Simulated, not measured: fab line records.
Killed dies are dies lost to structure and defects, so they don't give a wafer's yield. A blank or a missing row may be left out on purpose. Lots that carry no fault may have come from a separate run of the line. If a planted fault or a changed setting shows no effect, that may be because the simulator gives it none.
Which tool did it? / flow sky130 / 12 lots, 36 wafers sampled, at 4 steps of a route of 708

== WHAT THE GAUGES SHOWED, per wafer ==
SKY_VIA3_BOW_MEAS_03. Usual: VIA3_BOW 80 um, standard deviation 8.5.
lot=L146; measured=day 38 03:35; on=film-metro-01; VIA3_BOW (um)=74 78 86; flag=
lot=L147; measured=day 38 10:05; on=film-metro-01; VIA3_BOW (um)=69 74 79; flag=
lot=L148; measured=day 38 21:02; on=film-metro-02; VIA3_BOW (um)=96 68 87; flag=
lot=L149; measured=day 39 06:25; on=film-metro-04; VIA3_BOW (um)=81 68 71; flag=
lot=L150; measured=day 40 10:02; on=film-metro-02; VIA3_BOW (um)=86 62 71; flag=
lot=L154; measured=day 40 17:29; on=film-metro-04; VIA3_BOW (um)=72 65 85; flag=
lot=L155; measured=day 41 19:49; on=film-metro-04; VIA3_BOW (um)=90 71 76; flag=
lot=L156; measured=day 41 22:25; on=film-metro-01; VIA3_BOW (um)=77 71 81; flag=
lot=L159; measured=day 42 11:07; on=film-metro-02; VIA3_BOW (um)=83 89 83; flag=
lot=L162; measured=day 43 00:16; on=film-metro-04; VIA3_BOW (um)=109 95 94; flag=
lot=L163; measured=day 43 05:51; on=film-metro-01; VIA3_BOW (um)=73 94 88; flag=
lot=L164; measured=day 43 16:08; on=film-metro-02; VIA3_BOW (um)=85 83 71; flag=

SKY_PASSIVATION_THK_MEAS_01. Usual: PASSIVATION_CVD_00_THK 89.9 nm, standard deviation 1.1.
lot=L146; measured=day 43 10:17; on=film-metro-01; PASSIVATION_CVD_00_THK (nm)=89.5 91.1 90.2; flag=
lot=L147; measured=day 43 17:34; on=film-metro-02; PASSIVATION_CVD_00_THK (nm)=90.2 91.5 91.6; flag=
lot=L148; measured=day 44 01:25; on=film-metro-01; PASSIVATION_CVD_00_THK (nm)=90.3 91.3 91.1; flag=
lot=L149; measured=day 44 10:18; on=film-metro-04; PASSIVATION_CVD_00_THK (nm)=89.5 89.1 91.3; flag=
lot=L150; measured=day 45 06:46; on=film-metro-04; PASSIVATION_CVD_00_THK (nm)=89.8 89.6 90.4; flag=
lot=L154; measured=day 45 17:32; on=film-metro-01; PASSIVATION_CVD_00_THK (nm)=88.8 89.8 91.1; flag=
lot=L155; measured=day 46 18:09; on=film-metro-04; PASSIVATION_CVD_00_THK (nm)=90.0 90.8 91.3; flag=
lot=L156; measured=day 46 19:46; on=film-metro-04; PASSIVATION_CVD_00_THK (nm)=88.2 90.0 89.3; flag=
lot=L159; measured=day 47 02:54; on=film-metro-02; PASSIVATION_CVD_00_THK (nm)=90.0 91.8 92.3; flag=
lot=L162; measured=day 47 16:39; on=film-metro-02; PASSIVATION_CVD_00_THK (nm)=91.2 90.0 92.7; flag=
lot=L163; measured=day 47 21:50; on=film-metro-02; PASSIVATION_CVD_00_THK (nm)=89.3 89.2 88.9; flag=
lot=L164; measured=day 48 02:43; on=film-metro-04; PASSIVATION_CVD_00_THK (nm)=89.1 87.5 90.3; flag=

== EACH LOT AND THE TOOL THAT RAN IT (in order: tool; ch and the chambers of the sampled wafers; start) ==
lot=L146; SKY_METAL4_METAL_ETCH_18=rie-metal-03 ch 0,1, day 41 07:20; SKY_METAL5_DESCUM_14=rie-metal-02 ch 0,1, day 43 09:23
lot=L147; SKY_METAL4_METAL_ETCH_18=rie-metal-02 ch 0,1, day 41 14:02; SKY_METAL5_DESCUM_14=rie-metal-01 ch 0,1, day 43 16:41
lot=L148; SKY_METAL4_METAL_ETCH_18=rie-metal-04 ch 0,1, day 41 22:58; SKY_METAL5_DESCUM_14=rie-metal-01 ch 0,1, day 44 00:05
lot=L149; SKY_METAL4_METAL_ETCH_18=rie-metal-04 ch 0,1, day 42 09:17; SKY_METAL5_DESCUM_14=rie-metal-03 ch 0,1, day 44 09:25
lot=L150; SKY_METAL4_METAL_ETCH_18=rie-metal-03 ch 0,1, day 43 10:51; SKY_METAL5_DESCUM_14=rie-metal-03 ch 0,1, day 45 05:50
lot=L154; SKY_METAL4_METAL_ETCH_18=rie-metal-04 ch 0,1, day 43 19:14; SKY_METAL5_DESCUM_14=rie-metal-01 ch 0,1, day 45 16:37
lot=L155; SKY_METAL4_METAL_ETCH_18=rie-metal-04 ch 0,1, day 44 21:49; SKY_METAL5_DESCUM_14=rie-metal-01 ch 0,1, day 46 17:11
lot=L156; SKY_METAL4_METAL_ETCH_18=rie-metal-04 ch 0,1, day 44 22:47; SKY_METAL5_DESCUM_14=rie-metal-03 ch 0,1, day 46 18:47
lot=L159; SKY_METAL4_METAL_ETCH_18=rie-metal-02 ch 0,1, day 45 05:43; SKY_METAL5_DESCUM_14=rie-metal-02 ch 0,1, day 47 02:01
lot=L162; SKY_METAL4_METAL_ETCH_18=rie-metal-04 ch 0, day 45 20:47; SKY_METAL5_DESCUM_14=rie-metal-02 ch 0,1, day 47 15:43
lot=L163; SKY_METAL4_METAL_ETCH_18=rie-metal-03 ch 0, day 46 01:13; SKY_METAL5_DESCUM_14=rie-metal-02 ch 0,1, day 47 20:52
lot=L164; SKY_METAL4_METAL_ETCH_18=rie-metal-04 ch 0,1, day 46 08:29; SKY_METAL5_DESCUM_14=rie-metal-03 ch 0,1, day 48 01:47
- SKY_METAL4_METAL_ETCH_18: etches the open film in Cl2/BCl3, stops on SiO2, target depth 845 nm, time 183.1 s.
- SKY_METAL5_DESCUM_14: chemistry O2, time 11 s.

== WHAT THE TOOLS THEMSELVES READ (means of the sampled wafers that have a number; where no wafer has one, the mark that the record gives instead) ==
SKY_METAL4_METAL_ETCH_18. Usual: drypump-motor-current-A 5.8 A, standard deviation 0.6; oes-product-au 0.866 a.u., standard deviation 0.0063; throttle-valve-pct 22.264 %, standard deviation 0.0093.
lot=L146; tool=rie-metal-03; drypump-motor-current-A (A)=6.2; oes-product-au (a.u.)=0.869; throttle-valve-pct (%)=22.270; flag=
lot=L147; tool=rie-metal-02; drypump-motor-current-A (A)=5.6; oes-product-au (a.u.)=0.866; throttle-valve-pct (%)=22.262; flag=
lot=L148; tool=rie-metal-04; drypump-motor-current-A (A)=5.8; oes-product-au (a.u.)=0.855; throttle-valve-pct (%)=22.263; flag=
lot=L149; tool=rie-metal-04; drypump-motor-current-A (A)=5.8; oes-product-au (a.u.)=0.866; throttle-valve-pct (%)=22.267; flag=
lot=L150; tool=rie-metal-03; drypump-motor-current-A (A)=5.8; oes-product-au (a.u.)=0.870; throttle-valve-pct (%)=22.262; flag=
lot=L154; tool=rie-metal-04; drypump-motor-current-A (A)=5.7; oes-product-au (a.u.)=0.863; throttle-valve-pct (%)=22.274; flag=
lot=L155; tool=rie-metal-04; drypump-motor-current-A (A)=5.7; oes-product-au (a.u.)=0.865; throttle-valve-pct (%)=22.264; flag=
lot=L156; tool=rie-metal-04; drypump-motor-current-A (A)=5.3; oes-product-au (a.u.)=0.872; throttle-valve-pct (%)=22.272; flag=
lot=L159; tool=rie-metal-02; drypump-motor-current-A (A)=5.6; oes-product-au (a.u.)=0.873; throttle-valve-pct (%)=22.258; flag=
lot=L162; tool=rie-metal-04; drypump-motor-current-A (A)=6.2; oes-product-au (a.u.)=0.869; throttle-valve-pct (%)=22.263; flag=
lot=L163; tool=rie-metal-03; drypump-motor-current-A (A)=6.6; oes-product-au (a.u.)=0.872; throttle-valve-pct (%)=22.264; flag=
lot=L164; tool=rie-metal-04; drypump-motor-current-A (A)=5.3; oes-product-au (a.u.)=0.864; throttle-valve-pct (%)=22.263; flag=

SKY_METAL5_DESCUM_14. Usual: drypump-motor-current-A 5.6 A, standard deviation 0.38; oes-product-au 0.996 a.u., standard deviation 0.0062.
lot=L146; tool=rie-metal-02; drypump-motor-current-A (A)=5.6; oes-product-au (a.u.)=0.989; flag=
lot=L147; tool=rie-metal-01; drypump-motor-current-A (A)=5.3; oes-product-au (a.u.)=0.992; flag=
lot=L148; tool=rie-metal-01; drypump-motor-current-A (A)=5.5; oes-product-au (a.u.)=1.004; flag=
lot=L149; tool=rie-metal-03; drypump-motor-current-A (A)=5.8; oes-product-au (a.u.)=0.995; flag=
lot=L150; tool=rie-metal-03; drypump-motor-current-A (A)=6.2; oes-product-au (a.u.)=0.995; flag=
lot=L154; tool=rie-metal-01; drypump-motor-current-A (A)=5.5; oes-product-au (a.u.)=0.997; flag=
lot=L155; tool=rie-metal-01; drypump-motor-current-A (A)=5.5; oes-product-au (a.u.)=0.997; flag=
lot=L156; tool=rie-metal-03; drypump-motor-current-A (A)=5.8; oes-product-au (a.u.)=0.993; flag=
lot=L159; tool=rie-metal-02; drypump-motor-current-A (A)=5.6; oes-product-au (a.u.)=0.997; flag=
lot=L162; tool=rie-metal-02; drypump-motor-current-A (A)=5.6; oes-product-au (a.u.)=0.999; flag=
lot=L163; tool=rie-metal-02; drypump-motor-current-A (A)=5.6; oes-product-au (a.u.)=0.986; flag=
lot=L164; tool=rie-metal-03; drypump-motor-current-A (A)=6.2; oes-product-au (a.u.)=0.989; flag=

== THE ANSWER, worked out from the rows above alone ==
Rule: take the mean of a lot's wafers that have a number; if it is more than 3 standard deviations from the usual mean, the lot is off. A lot without any number at a reading at which 4 lots or more have one is off too. All remaining lots with rows at the step are treated as sound. Order of review: gauges by route order, followed by the tools' own readings, for which a lot's mean as printed above is used. At the first step where some lot is off, the reading lying furthest off is the one used; lots without a number count as furthest.
No lot is off on any of the readings shown, so nothing can be concluded from this.

== WHAT THE SIMULATOR PUT IN ==
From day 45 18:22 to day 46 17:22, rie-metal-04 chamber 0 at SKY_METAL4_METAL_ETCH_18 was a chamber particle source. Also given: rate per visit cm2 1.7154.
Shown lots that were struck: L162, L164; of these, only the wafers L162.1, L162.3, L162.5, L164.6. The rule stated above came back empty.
